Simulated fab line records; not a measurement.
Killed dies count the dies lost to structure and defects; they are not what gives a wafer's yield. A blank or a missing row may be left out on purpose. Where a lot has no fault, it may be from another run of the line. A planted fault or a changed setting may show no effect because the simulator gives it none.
Comparing a struck lot with a sound one | flow sfq line | 31 out of 325 route steps
Sound: these wafers, L958.1, L958.3, L958.5. Wafers struck: L955.1, L955.4, L955.6. The cause is given at the end.
At each step with rows: each side's tool, then ch and its chambers, then its first start. Under that, the readings that differ: sound wafers | struck wafers | difference of the means | sigmas: that difference in standard deviations of wafers without a fault.
alike: readings whose means differ by less than 2 such deviations, and words and numbers that are the same on both sides. not compared: withheld readings, readings that some wafer has no value for, bounds like >300 that may hide the same value, and numbers for which the record gives no deviation and whose values overlap.
A row with sigmas, a row that says differs or no value, or rows on one side alone: a step with any of these is where the two part. Non-overlapping numbers with no deviation appear without sigmas and do not part them. Lack of a reading on every wafer of one side parts them only where that side has two or more wafers.

first, 1 step without rows for these wafers: SFQ_TRILAYER_M7_STRIP_SOLV_CLEAN_182 (cleans in NMP, time 600 s).
SFQ_TRILAYER_I7_DEP_PECVD_183: deposits SiO2 from SiH4/N2O, time 111.11 s, target thk 500 nm.
  sound on pecvd-01 ch 0,2, day 79 05:12; struck on pecvd-01 ch 0,1,2, day 78 18:24
  alike: chamber pressure Torr, heater power w, throttle valve pct
SFQ_TRILAYER_I7_CMP_CMP_184: polishes SiO2.
  sound on cmp-02 ch 1,2,3, day 79 06:17; struck on cmp-02 ch 0,1,3, day 78 18:29
  alike: motor current A, time to endpoint s
SFQ_I7_BOW_MEAS_946:
  struck on film metro-02, day 78 21:29; sound on film metro-02, day 79 08:17
  alike: I7_BOW
SFQ_TRILAYER_I7_METRO_MEASURE_185:
  struck on film metro-02, day 78 21:36; sound on film metro-02, day 79 08:24
  alike: thk nm
then, 6 steps without rows for these wafers: SFQ_TRILAYER_I7_VIA_LITHO_COAT_192 (resist thk 62 nm); SFQ_TRILAYER_I7_VIA_LITHO_COAT_187 (resist thk 650 nm); SFQ_TRILAYER_I7_VIA_LITHO_SOFTBAKE_191; SFQ_TRILAYER_I7_VIA_LITHO_EXPOSE_188 (exposes mask I7, target cd 1000 nm); SFQ_TRILAYER_I7_VIA_LITHO_PEB_190 (peb time 60 s); SFQ_TRILAYER_I7_VIA_LITHO_DEVELOP_189 (time 60 s).
SFQ_I7_OVL_MEAS_947:
  struck on overlay-02, day 79 01:49; sound on overlay-01, day 79 11:51
  reading     | sound | struck  | difference | sigmas
  I7_OVL (nm) | 8 9 4 | 0 -7 -6 | -11        | -2
SFQ_TRILAYER_I7_VIA_BARC_OPEN_VIA_ETCH_260: etches BARC in O2, target depth 125 nm, time 41.7 s.
  sound on rie diel-04 ch 0,1, day 79 11:53; struck on rie diel-04 ch 1,3, day 79 01:50
  no value came back on the struck wafers for bias w (W), chamber pressure mTorr (mTorr), drypump motor current A (A), oes product au (a.u.); on the sound wafers bias w (W) reads 79.86 80.01 80.37
  reading                                                 | sound           | struck            | difference | sigmas
  model.KrF_of_TRILAYER_I7_VIA_LITHO_COAT_187.thk nm (nm) | 574 575.7 573.5 | 624.2 624.6 624.4 | +50.0      |
  not compared: rf hours counter h
SFQ_TRILAYER_I7_VIA_ETCH_VIA_ETCH_190: etches SiO2 in CHF3, stops on Nb, target depth 260 nm.
  sound on rie diel-04 ch 0,1, day 79 11:56; struck on rie diel-04 ch 1,3, day 79 01:53
  reading                                                 | sound             | struck            | difference | sigmas
  oes product au (a.u.)                                   | 0.859 0.861 0.856 | 0.373 0.369 0.369 | -0.488     | -98
  model.KrF_of_TRILAYER_I7_VIA_LITHO_COAT_187.thk nm (nm) | 529.4 530.8 527.9 | 579.3 580.2 580.3 | +50.6      |
  alike: bias w, chamber pressure mTorr, drypump motor current A
SFQ_TRILAYER_I7_VIA_STRIP_STRIP_191: strips in O2.
  sound on rie metal-01 ch 1, day 79 12:02; struck on rie metal-01 ch 0,1, day 79 01:59
  alike: drypump motor current A, oes product au
  not compared: rf hours counter h
then, 5 steps without rows for these wafers: SFQ_TRILAYER_I7_VIA_STRIP_SOLV_CLEAN_192 (cleans in NMP, time 600 s); SFQ_TRILAYER_M8_LITHO_LOR_COAT_197; SFQ_TRILAYER_M8_LITHO_LOR_BAKE_198; SFQ_TRILAYER_M8_LITHO_COAT_193 (resist thk 600 nm); SFQ_TRILAYER_M8_LITHO_SOFTBAKE_199.
-- the record jumps here: 3 days lie between the struck wafers' starts before and after --
SFQ_TRILAYER_M8_LITHO_EXPOSE_194: exposes mask M8, target cd 2000 nm.
  struck on krf scanner-02, day 81 21:53; sound on krf scanner-01 ch 0, day 82 06:33
  no value came back on the struck wafers for exposure dose mJ cm2, focus offset nm (nm); on the sound wafers exposure dose mJ cm2 reads 14.381 14.394 14.384
  alike: mask
then, 2 steps without rows for these wafers: SFQ_TRILAYER_M8_LITHO_PEB_196 (peb time 60 s); SFQ_TRILAYER_M8_LITHO_DEVELOP_195 (img clear 15 s, time 55 s).
SFQ_M8_OVL_MEAS_948:
  struck on overlay-01, day 81 23:23; sound on overlay-01, day 82 08:02
  reading     | sound  | struck | difference                    | sigmas
  M8_OVL (nm) | 3 4 10 | - - -  | no value on the struck wafers |
then, 3 steps without rows for these wafers: SFQ_TRILAYER_M8_DEP_EVAP_197 (material Ti, target thk 20 nm, time 100 s); SFQ_TRILAYER_M8_DEP_EVAP_198 (material Pt, target thk 50 nm, time 240.8 s); SFQ_TRILAYER_M8_DEP_EVAP_196 (material Au, target thk 180 nm, time 900 s).
SFQ_M8_RS_MEAS_949: the measuring method here is four-point-probe.
  struck on film metro-04, day 82 00:10; sound on film metro-01, day 82 08:49
  alike: M8_AU_RS
SFQ_M8_THK_MEAS_950: measures by xrf.
  struck on film metro-04, day 82 00:17; sound on film metro-01, day 82 08:56
  alike: M8_AU_THK
then, 1 step without rows for these wafers: SFQ_TRILAYER_M8_LIFTOFF_LIFTOFF_197 (chemistry NMP, time 600 s).
SFQ_M8_BOW_MEAS_951:
  struck on film metro-01, day 82 00:31; sound on film metro-03, day 82 09:11
  reading                 | sound               | struck            | difference | sigmas
  model.etest.m8.ohm sq   | 0.152 0.1537 0.1535 | 1e+06 1e+06 1e+06 | +1e+06     |
  model.etest.i7.link ohm | 1.05 1.05 1.055     | 1e+06 1e+06 1e+06 | +1e+06     |
  alike: M8_BOW

== WHERE THEY PART ==
First at SFQ_I7_OVL_MEAS_947; last, within this record, at SFQ_M8_OVL_MEAS_948. Later steps at which nothing parts them and some readings are alike: SFQ_M8_RS_MEAS_949, SFQ_M8_THK_MEAS_950, SFQ_M8_BOW_MEAS_951.

WHY: the cause the simulator had injected
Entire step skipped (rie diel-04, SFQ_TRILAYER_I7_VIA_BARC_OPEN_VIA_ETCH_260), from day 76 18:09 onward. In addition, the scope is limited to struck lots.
